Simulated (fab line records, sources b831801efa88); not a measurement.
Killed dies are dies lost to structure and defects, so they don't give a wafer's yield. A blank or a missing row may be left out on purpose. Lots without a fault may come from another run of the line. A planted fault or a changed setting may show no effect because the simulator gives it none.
A sampling plan put to the test | flow sky130 | one fab line, 56 faults that these records tell of, each judged on the records of the lots that it struck
The plan is the line's own looks: the steps of the route at which a gauge or an inspection reads the wafer and doesn't change it. A look can be judged if struck wafers have a number there and the file gives its usual mean and standard deviation on fault-free wafers. Caught: at a look after the fault's first step, the mean of the struck wafers lies 4 or more of those standard deviations (sigma) from the usual mean. On the tool: the same test on the tool's own readings at the fault's steps. Another recipe on the struck wafers, or a record that is blank for them alone, also counts as caught.

THE FAULTS, as the simulator had put them in
1. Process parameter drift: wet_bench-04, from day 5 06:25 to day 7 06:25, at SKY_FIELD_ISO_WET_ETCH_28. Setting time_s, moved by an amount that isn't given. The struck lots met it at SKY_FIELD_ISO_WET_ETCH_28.
2. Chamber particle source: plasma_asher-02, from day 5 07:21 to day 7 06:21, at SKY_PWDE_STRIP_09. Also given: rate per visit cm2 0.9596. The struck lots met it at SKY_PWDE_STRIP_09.
3. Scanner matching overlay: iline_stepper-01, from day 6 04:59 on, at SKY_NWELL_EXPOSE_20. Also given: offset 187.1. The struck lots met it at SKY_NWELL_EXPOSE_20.
4. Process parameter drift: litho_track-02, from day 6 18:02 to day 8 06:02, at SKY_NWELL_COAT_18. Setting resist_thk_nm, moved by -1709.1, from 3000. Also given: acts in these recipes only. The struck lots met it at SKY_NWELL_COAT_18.
5. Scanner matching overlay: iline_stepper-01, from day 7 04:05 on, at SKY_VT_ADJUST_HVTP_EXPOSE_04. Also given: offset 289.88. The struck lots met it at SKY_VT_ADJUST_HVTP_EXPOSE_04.
6. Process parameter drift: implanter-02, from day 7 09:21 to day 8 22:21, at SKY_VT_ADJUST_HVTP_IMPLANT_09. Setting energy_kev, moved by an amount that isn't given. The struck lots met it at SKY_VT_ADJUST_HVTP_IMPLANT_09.
7. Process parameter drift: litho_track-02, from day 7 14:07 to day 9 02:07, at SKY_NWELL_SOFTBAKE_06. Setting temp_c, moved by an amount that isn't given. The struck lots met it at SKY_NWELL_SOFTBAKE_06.
8. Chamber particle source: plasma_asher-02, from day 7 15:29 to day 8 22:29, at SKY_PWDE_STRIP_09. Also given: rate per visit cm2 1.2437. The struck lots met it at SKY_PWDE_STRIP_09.
9. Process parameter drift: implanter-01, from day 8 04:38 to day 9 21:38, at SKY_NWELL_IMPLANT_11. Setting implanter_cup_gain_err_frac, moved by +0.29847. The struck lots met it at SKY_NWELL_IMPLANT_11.
10. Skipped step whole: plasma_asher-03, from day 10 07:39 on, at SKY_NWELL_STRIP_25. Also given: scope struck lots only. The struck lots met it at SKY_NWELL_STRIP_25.
11. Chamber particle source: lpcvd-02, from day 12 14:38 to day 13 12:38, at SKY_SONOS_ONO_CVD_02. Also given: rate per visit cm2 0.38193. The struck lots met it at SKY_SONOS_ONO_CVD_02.
12. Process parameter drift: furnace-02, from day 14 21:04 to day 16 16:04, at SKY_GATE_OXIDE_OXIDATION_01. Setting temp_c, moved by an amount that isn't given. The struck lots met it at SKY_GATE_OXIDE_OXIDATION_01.
13. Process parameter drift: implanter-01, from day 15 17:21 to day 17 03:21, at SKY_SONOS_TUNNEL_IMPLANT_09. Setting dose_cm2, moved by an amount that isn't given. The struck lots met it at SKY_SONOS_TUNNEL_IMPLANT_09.
14. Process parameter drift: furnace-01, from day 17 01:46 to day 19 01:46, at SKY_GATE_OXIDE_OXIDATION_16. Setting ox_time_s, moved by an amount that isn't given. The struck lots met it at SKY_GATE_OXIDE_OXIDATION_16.
15. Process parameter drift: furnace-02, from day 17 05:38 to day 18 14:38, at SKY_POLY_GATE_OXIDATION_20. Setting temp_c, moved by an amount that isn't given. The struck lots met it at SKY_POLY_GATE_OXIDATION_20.
16. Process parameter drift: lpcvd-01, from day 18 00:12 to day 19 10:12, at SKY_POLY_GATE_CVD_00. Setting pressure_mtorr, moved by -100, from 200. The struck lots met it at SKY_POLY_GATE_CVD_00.
17. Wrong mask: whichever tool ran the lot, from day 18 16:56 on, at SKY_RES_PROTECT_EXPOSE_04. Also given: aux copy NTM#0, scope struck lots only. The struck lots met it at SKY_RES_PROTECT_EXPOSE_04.
18. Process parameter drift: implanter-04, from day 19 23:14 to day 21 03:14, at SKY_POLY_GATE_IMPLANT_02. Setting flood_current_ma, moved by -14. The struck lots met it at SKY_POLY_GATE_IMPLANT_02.
19. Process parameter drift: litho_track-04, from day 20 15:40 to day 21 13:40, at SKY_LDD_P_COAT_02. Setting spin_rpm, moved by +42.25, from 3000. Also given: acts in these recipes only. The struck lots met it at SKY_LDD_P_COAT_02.
20. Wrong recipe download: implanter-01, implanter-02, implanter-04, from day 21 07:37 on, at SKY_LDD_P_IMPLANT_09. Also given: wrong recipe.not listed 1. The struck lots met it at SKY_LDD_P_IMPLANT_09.
21. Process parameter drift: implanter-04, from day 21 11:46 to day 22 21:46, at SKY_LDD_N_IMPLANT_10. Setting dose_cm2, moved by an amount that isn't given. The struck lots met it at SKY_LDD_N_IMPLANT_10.
22. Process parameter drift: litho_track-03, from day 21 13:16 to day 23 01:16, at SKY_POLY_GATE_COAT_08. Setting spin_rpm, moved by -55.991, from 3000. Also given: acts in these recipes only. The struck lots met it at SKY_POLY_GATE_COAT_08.
23. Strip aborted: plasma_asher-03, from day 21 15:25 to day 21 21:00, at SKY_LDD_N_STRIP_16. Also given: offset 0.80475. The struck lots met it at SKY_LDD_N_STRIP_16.
24. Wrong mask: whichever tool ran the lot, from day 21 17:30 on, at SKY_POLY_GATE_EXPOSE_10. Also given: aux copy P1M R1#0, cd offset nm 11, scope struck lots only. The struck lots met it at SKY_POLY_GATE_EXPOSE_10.
25. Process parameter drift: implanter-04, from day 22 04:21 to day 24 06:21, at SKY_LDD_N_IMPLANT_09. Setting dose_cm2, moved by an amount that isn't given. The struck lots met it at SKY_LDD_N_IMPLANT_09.
26. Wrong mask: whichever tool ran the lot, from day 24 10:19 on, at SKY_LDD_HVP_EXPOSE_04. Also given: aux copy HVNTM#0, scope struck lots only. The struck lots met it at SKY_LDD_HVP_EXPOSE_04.
27. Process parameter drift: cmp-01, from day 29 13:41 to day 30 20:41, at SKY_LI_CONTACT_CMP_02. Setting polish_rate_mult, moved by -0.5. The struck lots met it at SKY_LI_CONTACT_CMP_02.
28. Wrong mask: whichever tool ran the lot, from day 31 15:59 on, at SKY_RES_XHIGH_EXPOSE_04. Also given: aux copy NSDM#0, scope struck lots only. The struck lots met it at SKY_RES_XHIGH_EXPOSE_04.
29. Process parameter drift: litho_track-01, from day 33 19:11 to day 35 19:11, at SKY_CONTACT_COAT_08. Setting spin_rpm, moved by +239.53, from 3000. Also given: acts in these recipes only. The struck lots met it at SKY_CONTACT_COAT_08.
30. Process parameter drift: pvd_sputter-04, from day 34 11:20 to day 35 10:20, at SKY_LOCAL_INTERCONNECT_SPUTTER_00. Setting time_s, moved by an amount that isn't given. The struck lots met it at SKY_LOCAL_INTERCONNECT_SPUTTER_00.
31. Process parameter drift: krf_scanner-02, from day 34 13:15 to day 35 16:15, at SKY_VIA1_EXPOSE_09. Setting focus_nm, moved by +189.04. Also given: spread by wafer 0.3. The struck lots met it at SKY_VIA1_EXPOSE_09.
32. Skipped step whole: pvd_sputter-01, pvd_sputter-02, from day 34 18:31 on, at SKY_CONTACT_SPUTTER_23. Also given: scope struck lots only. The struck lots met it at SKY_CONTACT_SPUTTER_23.
33. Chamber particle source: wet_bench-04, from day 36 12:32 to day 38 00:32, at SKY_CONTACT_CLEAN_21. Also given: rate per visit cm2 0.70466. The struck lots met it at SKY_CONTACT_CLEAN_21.
34. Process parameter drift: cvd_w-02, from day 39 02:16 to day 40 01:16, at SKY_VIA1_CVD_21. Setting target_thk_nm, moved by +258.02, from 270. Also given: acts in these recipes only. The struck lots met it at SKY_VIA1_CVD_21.
35. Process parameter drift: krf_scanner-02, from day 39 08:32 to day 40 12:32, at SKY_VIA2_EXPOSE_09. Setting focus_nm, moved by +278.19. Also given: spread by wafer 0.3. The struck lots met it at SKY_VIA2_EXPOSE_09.
36. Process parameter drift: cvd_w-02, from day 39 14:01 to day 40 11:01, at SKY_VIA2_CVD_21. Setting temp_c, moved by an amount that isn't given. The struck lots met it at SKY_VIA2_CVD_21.
37. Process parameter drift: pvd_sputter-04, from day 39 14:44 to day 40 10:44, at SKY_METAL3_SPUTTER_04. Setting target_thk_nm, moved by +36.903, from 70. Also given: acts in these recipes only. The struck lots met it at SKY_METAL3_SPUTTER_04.
38. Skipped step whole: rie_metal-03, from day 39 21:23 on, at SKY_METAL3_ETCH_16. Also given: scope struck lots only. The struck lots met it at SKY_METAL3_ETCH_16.
39. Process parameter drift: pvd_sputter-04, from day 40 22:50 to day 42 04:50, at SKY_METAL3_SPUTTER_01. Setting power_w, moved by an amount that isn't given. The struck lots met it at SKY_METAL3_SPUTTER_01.
40. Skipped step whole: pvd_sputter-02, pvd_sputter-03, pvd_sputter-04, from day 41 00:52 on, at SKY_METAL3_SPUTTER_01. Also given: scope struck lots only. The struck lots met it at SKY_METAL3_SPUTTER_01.
41. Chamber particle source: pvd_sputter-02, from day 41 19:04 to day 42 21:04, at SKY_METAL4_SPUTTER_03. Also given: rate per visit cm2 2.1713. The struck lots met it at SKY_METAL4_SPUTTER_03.
42. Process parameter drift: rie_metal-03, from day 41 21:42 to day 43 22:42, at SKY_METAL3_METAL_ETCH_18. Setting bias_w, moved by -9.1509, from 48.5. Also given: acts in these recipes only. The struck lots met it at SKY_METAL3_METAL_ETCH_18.
43. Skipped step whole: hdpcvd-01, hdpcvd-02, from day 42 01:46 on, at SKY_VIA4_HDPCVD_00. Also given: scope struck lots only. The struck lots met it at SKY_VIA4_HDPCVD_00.
44. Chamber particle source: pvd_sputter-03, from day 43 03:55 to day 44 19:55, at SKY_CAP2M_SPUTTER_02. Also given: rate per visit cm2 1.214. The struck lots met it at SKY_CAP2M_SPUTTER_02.
45. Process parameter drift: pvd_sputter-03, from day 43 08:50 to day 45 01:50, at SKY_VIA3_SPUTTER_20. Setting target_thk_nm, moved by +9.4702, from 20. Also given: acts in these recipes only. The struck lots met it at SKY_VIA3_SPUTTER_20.
46. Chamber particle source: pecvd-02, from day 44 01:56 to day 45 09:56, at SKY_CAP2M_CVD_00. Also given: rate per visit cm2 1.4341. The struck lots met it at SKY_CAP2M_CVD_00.
47. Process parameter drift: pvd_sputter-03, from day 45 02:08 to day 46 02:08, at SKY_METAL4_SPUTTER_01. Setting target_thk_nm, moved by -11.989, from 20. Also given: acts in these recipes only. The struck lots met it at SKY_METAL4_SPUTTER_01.
48. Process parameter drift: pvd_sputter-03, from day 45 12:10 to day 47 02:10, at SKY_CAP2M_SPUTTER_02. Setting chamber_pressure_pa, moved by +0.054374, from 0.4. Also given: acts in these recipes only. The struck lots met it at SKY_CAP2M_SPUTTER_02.
49. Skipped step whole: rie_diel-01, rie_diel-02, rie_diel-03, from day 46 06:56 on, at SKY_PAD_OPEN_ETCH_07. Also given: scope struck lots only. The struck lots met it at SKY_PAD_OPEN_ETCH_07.
50. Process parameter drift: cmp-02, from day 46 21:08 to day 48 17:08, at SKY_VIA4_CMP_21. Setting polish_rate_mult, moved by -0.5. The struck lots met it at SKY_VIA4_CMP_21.
51. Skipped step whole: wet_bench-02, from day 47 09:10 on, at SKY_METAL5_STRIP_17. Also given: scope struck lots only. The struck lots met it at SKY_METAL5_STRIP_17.
52. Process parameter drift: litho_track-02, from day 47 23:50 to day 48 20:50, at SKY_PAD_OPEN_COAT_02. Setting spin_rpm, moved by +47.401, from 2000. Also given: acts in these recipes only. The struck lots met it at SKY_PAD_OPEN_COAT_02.
53. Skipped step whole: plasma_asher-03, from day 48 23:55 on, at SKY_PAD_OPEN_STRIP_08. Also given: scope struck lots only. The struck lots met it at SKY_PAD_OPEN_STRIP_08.
54. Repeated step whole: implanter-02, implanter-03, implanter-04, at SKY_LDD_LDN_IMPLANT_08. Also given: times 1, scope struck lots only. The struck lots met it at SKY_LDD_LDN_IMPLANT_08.
55. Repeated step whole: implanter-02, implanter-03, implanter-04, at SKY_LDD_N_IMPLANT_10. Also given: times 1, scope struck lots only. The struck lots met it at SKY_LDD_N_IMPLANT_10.
56. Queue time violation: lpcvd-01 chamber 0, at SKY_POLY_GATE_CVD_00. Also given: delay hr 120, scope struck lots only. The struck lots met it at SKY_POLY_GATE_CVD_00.

WHAT THE PLAN SAW
fault | on the tool itself                               | first look that catches it                      | reading, sigma                                                             | median hours from its first step to that look | hours from the fault's start to the first struck lot there | judged looks passed uncaught
1     | run_length_s +10 sigma                           | none of the 4 looks that can be judged after it | -                                                                          | -                                             | -                                                          | 4
2     | under 2 sigma                                    | no look after it can be judged                  | -                                                                          | -                                             | -                                                          | 0
3     | under 2 sigma                                    | SKY_NWELL_OVL_MEAS_23                           | NWELL_01_OVL +99 or beyond                                                 | 9.6                                           | 12                                                         | 0
4     | no reading that can be judged                    | no look after it can be judged                  | -                                                                          | -                                             | -                                                          | 0
5     | no reading that can be judged                    | SKY_VT_ADJUST_HVTP_OVL_MEAS_08                  | VT_ADJUST_HVTP_OVL +99 or beyond                                           | 10.0                                          | 19                                                         | 0
6     | beam_energy_keV +99 or beyond sigma              | no look after it can be judged                  | -                                                                          | -                                             | -                                                          | 0
7     | plate_temp_C +98 sigma                           | no look after it can be judged                  | -                                                                          | -                                             | -                                                          | 0
8     | under 2 sigma                                    | not the one look that can be judged after it    | -                                                                          | -                                             | -                                                          | 1
9     | faraday_current_uA +14 sigma                     | SKY_NWELL_TW_MEAS_15                            | NWELL_TW -18                                                               | 0.5                                           | 5                                                          | 0
10    | the tool's record is blank for the struck wafers | SKY_VT_ADJUST_HVTP_TW_MEAS_11                   | VT_ADJUST_HVTP_TW -99 or beyond                                            | 23.7                                          | 25                                                         | 1
11    | under 2 sigma                                    | not the one look that can be judged after it    | -                                                                          | -                                             | -                                                          | 1
12    | tube_center_temp_C -61 sigma                     | not the one look that can be judged after it    | strongest: GATE_OXIDE_OXIDATION_00_THK at SKY_GATE_OXIDE_THK_MEAS_02, -3.3 | -                                             | -                                                          | 1
13    | dose_ions_cm2 -99 or beyond sigma                | SKY_SONOS_TUNNEL_TW_MEAS_12                     | SONOS_TUNNEL_TW -47                                                        | 0.4                                           | 6                                                          | 0
14    | under 2 sigma                                    | no look after it can be judged                  | -                                                                          | -                                             | -                                                          | 0
15    | tube_center_temp_C -99 or beyond sigma           | SKY_POLY_GATE_THK_MEAS_21                       | POLY_GATE_OXIDATION_THK -25                                                | 1.3                                           | 8                                                          | 0
16    | pressure_mtorr -99 or beyond sigma               | SKY_POLY_GATE_THK_MEAS_01                       | POLY_GATE_CVD_00_THK -28                                                   | 1.8                                           | 8                                                          | 0
17    | no reading that can be judged                    | SKY_RES_PROTECT_TW_MEAS_08                      | POLY_GATE_TW -99 or beyond                                                 | 15.6                                          | 22                                                         | 0
18    | under 2 sigma                                    | no look after it can be judged                  | -                                                                          | -                                             | -                                                          | 0
19    | spin_speed_rpm +22 sigma                         | none of the 3 looks that can be judged after it | -                                                                          | -                                             | -                                                          | 3
20    | under 2 sigma                                    | SKY_LDD_P_TW_MEAS_11                            | LDD_P_TW +99 or beyond                                                     | 0.2                                           | 5                                                          | 0
21    | dose_ions_cm2 -99 or beyond sigma                | none of the 2 looks that can be judged after it | strongest: LDD_N_TW at SKY_LDD_N_TW_MEAS_17, -3.8                          | -                                             | -                                                          | 2
22    | spin_speed_rpm -30 sigma                         | none of the 2 looks that can be judged after it | -                                                                          | -                                             | -                                                          | 2
23    | oes_product_au +99 or beyond sigma               | SKY_LDD_P_TW_MEAS_11                            | LDD_P_TW -99 or beyond                                                     | 30.1                                          | 36                                                         | 0
24    | under 2 sigma                                    | SKY_POLY_GATE_CD_MEAS_13                        | cd_nm +9.6                                                                 | 14.9                                          | 18                                                         | 0
25    | dose_ions_cm2 +99 or beyond sigma                | SKY_LDD_N_TW_MEAS_17                            | LDD_N_TW +5.5                                                              | 1.1                                           | 10                                                         | 0
26    | under 2 sigma                                    | SKY_LDD_HVP_TW_MEAS_10                          | LDD_HVP_TW -99 or beyond                                                   | 15.0                                          | 18                                                         | 0
27    | only faintly: time_to_endpoint_s +3.0 sigma      | no look after it can be judged                  | -                                                                          | -                                             | -                                                          | 0
28    | under 2 sigma                                    | SKY_RES_XHIGH_TW_MEAS_09                        | RES_XHIGH_TW -99 or beyond                                                 | 13.9                                          | 17                                                         | 0
29    | spin_speed_rpm +99 or beyond sigma               | no look after it can be judged                  | -                                                                          | -                                             | -                                                          | 0
30    | under 2 sigma                                    | SKY_LOCAL_INTERCONNECT_RS_MEAS_01               | LOCAL_INTERCONNECT_TIN_RS -10                                              | 0.1                                           | 2                                                          | 0
31    | under 2 sigma                                    | SKY_VIA1_CD_MEAS_12                             | cd_nm -9.4                                                                 | 12.7                                          | 29                                                         | 0
32    | the tool's record is blank for the struck wafers | no look after it can be judged                  | -                                                                          | -                                             | -                                                          | 0
33    | no reading that can be judged                    | none of the 2 looks that can be judged after it | -                                                                          | -                                             | -                                                          | 2
34    | under 2 sigma                                    | SKY_VIA1_RS_MEAS_22                             | VIA1_W_RS -42                                                              | 0.1                                           | 2                                                          | 0
35    | under 2 sigma                                    | SKY_VIA2_CD_MEAS_12                             | cd_nm -10                                                                  | 12.1                                          | 23                                                         | 0
36    | susceptor_temp_C +37 sigma                       | SKY_VIA2_RS_MEAS_22                             | VIA2_W_RS -9.2                                                             | 0.1                                           | 4                                                          | 0
37    | under 2 sigma                                    | not the one look that can be judged after it    | -                                                                          | -                                             | -                                                          | 1
38    | the tool's record is blank for the struck wafers | no look after it can be judged                  | -                                                                          | -                                             | -                                                          | 0
39    | cathode_dc_power_W +99 or beyond sigma           | no look after it can be judged                  | -                                                                          | -                                             | -                                                          | 0
40    | the tool's record is blank for the struck wafers | no look after it can be judged                  | -                                                                          | -                                             | -                                                          | 0
41    | under 2 sigma                                    | not the one look that can be judged after it    | -                                                                          | -                                             | -                                                          | 1
42    | bias_w -61 sigma                                 | not the one look that can be judged after it    | -                                                                          | -                                             | -                                                          | 1
43    | the tool's record is blank for the struck wafers | no look after it can be judged                  | -                                                                          | -                                             | -                                                          | 0
44    | under 2 sigma                                    | not the one look that can be judged after it    | -                                                                          | -                                             | -                                                          | 1
45    | under 2 sigma                                    | no look after it can be judged                  | -                                                                          | -                                             | -                                                          | 0
46    | under 2 sigma                                    | no look after it can be judged                  | -                                                                          | -                                             | -                                                          | 0
47    | under 2 sigma                                    | no look after it can be judged                  | -                                                                          | -                                             | -                                                          | 0
48    | chamber_pressure_pa +61 sigma                    | no look after it can be judged                  | -                                                                          | -                                             | -                                                          | 0
49    | the tool's record is blank for the struck wafers | no look after it can be judged                  | -                                                                          | -                                             | -                                                          | 0
50    | overpolish_run_s -99 or beyond sigma             | no look after it can be judged                  | -                                                                          | -                                             | -                                                          | 0
51    | the tool's record is blank for the struck wafers | no look after it can be judged                  | -                                                                          | -                                             | -                                                          | 0
52    | spin_speed_rpm +36 sigma                         | no look after it can be judged                  | -                                                                          | -                                             | -                                                          | 0
53    | no reading that can be judged                    | no look after it can be judged                  | -                                                                          | -                                             | -                                                          | 0
54    | under 2 sigma                                    | SKY_LDD_LDN_TW_MEAS_13                          | LDD_LDN_TW +9.9                                                            | 1.0                                           | -                                                          | 0
55    | no reading that can be judged                    | SKY_LDD_N_TW_MEAS_17                            | LDD_N_TW +9.0                                                              | 1.4                                           | -                                                          | 0
56    | under 2 sigma                                    | not the one look that can be judged after it    | -                                                                          | -                                             | -                                                          | 1
A dash: the fault isn't caught, or these records don't give the number.

Caught at a look: 21 of 56. Caught on the tool: 27 of 56. By one or the other: 40 of 56.
Caught on the tool alone: faults 1, 6, 7, 12, 19, 21, 22, 29, 32, 38, 39, 40, 42, 43, 48, 49, 50, 51, 52.
Caught at a look alone: faults 3, 5, 17, 20, 24, 26, 28, 30, 31, 34, 35, 54, 55.
Caught by neither: faults 2, 4, 8, 11, 14, 18, 27, 33, 37, 41, 44, 45, 46, 47, 53, 56.

THINNER SAMPLING
If the look that catches a fault measured only every second or every third lot, by lot number, the first struck lot would be measured this late in the worst case:
fault | struck lots at that look, in order of time | every lot | every second lot | every third lot
3     | L390, L393, L394, L396                     | 12 h      | 33 h             | may miss all 4
5     | L827, L829, L831, L832                     | 19 h      | 51 h             | 44 h
9     | L754, L755                                 | 5 h       | 11 h             | may miss all 2
10    | L226, L227, L228                           | 25 h      | 30 h             | 41 h
13    | L828, L829, L831                           | 6 h       | 19 h             | may miss all 3
15    | L406, L407                                 | 8 h       | 18 h             | may miss all 2
16    | L974, L975, L976                           | 8 h       | 12 h             | 20 h
17    | L999                                       | 22 h      | may miss it      | may miss it
20    | L485, L486, L487, L488                     | 5 h       | 15 h             | 28 h
23    | L533                                       | 36 h      | may miss it      | may miss it
24    | L991                                       | 18 h      | may miss it      | may miss it
25    | L336, L341                                 | 10 h      | 44 h             | may miss all 2
26    | L479                                       | 18 h      | may miss it      | may miss it
28    | L371                                       | 17 h      | may miss it      | may miss it
30    | L623, L624                                 | 2 h       | 7 h              | may miss all 2
31    | L607, L608                                 | 29 h      | 38 h             | may miss all 2
34    | L879, L881                                 | 2 h       | may miss all 2   | may miss all 2
35    | L862, L863                                 | 23 h      | 34 h             | may miss all 2
36    | L294, L296                                 | 4 h       | may miss all 2   | may miss all 2
Hours are from the fault's start to the first struck lot that is measured. The limit of 4 sigma was tested on all struck wafers together, so one lot alone may lie under it. Other struck lots may not be in these records.

THE LONGEST TIMED WAY FROM STEP TO LOOK
Fault 23: a median of 30.1 hours passes between SKY_LDD_N_STRIP_16 and SKY_LDD_P_TW_MEAS_11. No look between them can be judged.
